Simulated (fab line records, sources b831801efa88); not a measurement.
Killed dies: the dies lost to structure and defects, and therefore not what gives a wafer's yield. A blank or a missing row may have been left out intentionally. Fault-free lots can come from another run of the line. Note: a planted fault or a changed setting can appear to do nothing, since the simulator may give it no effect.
2 desks looking at one fault || flow sky130 || each desk has only its own numbers; what lay behind them comes last

FOR THE TOOL OWNER'S DESK: rie_diel-04
The tool's own readings at SKY_FIELD_ISO_ETCH_14 (etches BARC in N2/H2, stops on SiO2, time 45.9 s, target depth 60 nm): means of the sampled wafers that have a number, for each lot that ran on this tool. If a lot's mean is further than 4 standard deviations from the usual mean, the lot is out of limits and carries the mark OUT (the distance appears in the brackets).
Columns: A = bias_w at SKY_FIELD_ISO_ETCH_14, usual 100.0 W; B = drypump_motor_current_A at SKY_FIELD_ISO_ETCH_14, usual 5.8 A; C = h2_flow_sccm at SKY_FIELD_ISO_ETCH_14, usual 200.0 sccm; D = oes_product_au at SKY_FIELD_ISO_ETCH_14, usual 0.855 a.u.; E = run_length_s at SKY_FIELD_ISO_ETCH_14, usual 74.3 s; F = throttle_valve_pct at SKY_FIELD_ISO_ETCH_14, usual 13.226 %
{"lot": "L279", "first seen here": "day 2 20:32", "A": 99.9, "B": 5.9, "C": 199.2, "D": 0.853, "E": 74.2, "F": 13.223}
{"lot": "L282", "first seen here": "day 2 21:45", "A": 99.9, "B": 5.7, "C": 200.8, "D": 0.857, "E": 74.4, "F": 13.224}
{"lot": "L284", "first seen here": "day 3 07:35", "A": 100.0, "B": 6.0, "C": 199.8, "D": 0.858, "E": 74.3, "F": 13.229}
{"lot": "L292", "first seen here": "day 5 01:05", "A": 100.2, "B": 5.5, "C": 200.3, "D": "0.787 (-15) OUT", "E": "86.5 (+29) OUT", "F": 13.221}
{"lot": "L293", "first seen here": "day 5 04:36", "A": 100.2, "B": 5.7, "C": 200.4, "D": "0.781 (-17) OUT", "E": "86.7 (+29) OUT", "F": 13.212}
This desk's verdict: out of limits on L292, L293, starting with L292 at day 5 01:05 (oes_product_au at SKY_FIELD_ISO_ETCH_14). L279, L282, L284 stayed within limits.

METROLOGY DESK
Means of the sampled wafers that have a number, per lot and without regard to the tool the lot ran on: this is what the gauges read. If a lot's mean is further than 4 standard deviations from the usual mean, the lot is out of limits and carries the mark OUT (the distance appears in the brackets).
Columns: A = VIA1_OVL at SKY_VIA1_OVL_MEAS_13, usual -2 nm
{"lot": "L280", "first seen here": "day 34 21:08", "A": -11}
{"lot": "L279", "first seen here": "day 34 22:00", "A": 2}
{"lot": "L282", "first seen here": "day 34 22:39", "A": 0}
{"lot": "L283", "first seen here": "day 35 07:00", "A": 0}
{"lot": "L284", "first seen here": "day 35 17:03", "A": 3}
{"lot": "L287", "first seen here": "day 36 20:20", "A": 3}
{"lot": "L292", "first seen here": "day 38 07:01", "A": -4}
{"lot": "L293", "first seen here": "day 38 14:22", "A": 4}
{"lot": "L298", "first seen here": "day 40 14:30", "A": 4}
{"lot": "L296", "first seen here": "day 40 17:59", "A": -4}
{"lot": "L301", "first seen here": "day 40 21:18", "A": -4}
Finding of this desk: none of the 11 lots has anything out of limits.

TAKEN TOGETHER
An alarm could have come from the tool owner's desk at day 5 01:05, on L292, L293.
The metrology desk saw nothing out of limits.
The metrology desk holds a record of L292, L293, inside its limits.
All the named lots went through SKY_FIELD_ISO_ETCH_14 on rie_diel-04.

WHAT THE SIMULATOR HAD PUT IN
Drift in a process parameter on rie_diel-04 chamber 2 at SKY_FIELD_ISO_ETCH_14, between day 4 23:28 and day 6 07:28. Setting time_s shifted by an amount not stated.
Lots struck among those shown: L292, L293.
Delay in hours, fault start to first out-of-limits reading, by desk: the tool owner's desk at 2.
